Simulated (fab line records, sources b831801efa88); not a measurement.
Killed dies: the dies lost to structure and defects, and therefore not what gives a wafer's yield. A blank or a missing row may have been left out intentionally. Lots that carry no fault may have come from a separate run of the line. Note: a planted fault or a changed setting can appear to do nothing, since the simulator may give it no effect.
Which tool is to blame? | flow sky130 | route of 708 steps, sampled at 1 step: 7 lots, 21 wafers

== WHAT EACH GAUGE READ, for each wafer ==
SKY_VT_ADJUST_HVTR_CD_MEAS_07 targets a cd of 380 nm.
lot  | measured     | on        | cd_nm (nm)
L574 | day 9 21:04  | cd_sem-02 | 379.2 379.0 380.8
L576 | day 10 13:29 | cd_sem-01 | 381.4 380.5 380.7
L582 | day 12 04:37 | cd_sem-02 | 378.9 378.8 384.1
L589 | day 14 11:52 | cd_sem-02 | 378.5 378.6 376.0
L591 | day 15 03:58 | cd_sem-01 | 376.7 375.3 376.5
L593 | day 15 18:13 | cd_sem-02 | 383.8 382.4 383.6
L595 | day 16 04:07 | cd_sem-01 | 380.5 378.8 379.5

== WHAT TOOL EACH LOT RAN ON (gives the tool, then ch and the chambers of the sampled wafers, and finally the start) ==
No process step before these readings appears in the record.

== THE ANSWER, worked out from the rows above alone ==
Rule: usual is defined by the lots themselves. Put in order of their means at a reading, lots are off if they are a third of the lots or fewer, leave a main group of 4 or more, and stand apart from it by a gap of 3 or more times the standard deviation of the main group's means; of several such gaps the widest counts. A main group is skipped when, at the precision printed for the reading in the tables above, its means are all equal. Also off: a lot with no number at a reading for which 4 or more lots have one. All remaining lots with rows at the step are treated as sound.
Nothing can be told from this: no lot is off at any reading shown.

== WHAT THE SIMULATOR PUT IN ==
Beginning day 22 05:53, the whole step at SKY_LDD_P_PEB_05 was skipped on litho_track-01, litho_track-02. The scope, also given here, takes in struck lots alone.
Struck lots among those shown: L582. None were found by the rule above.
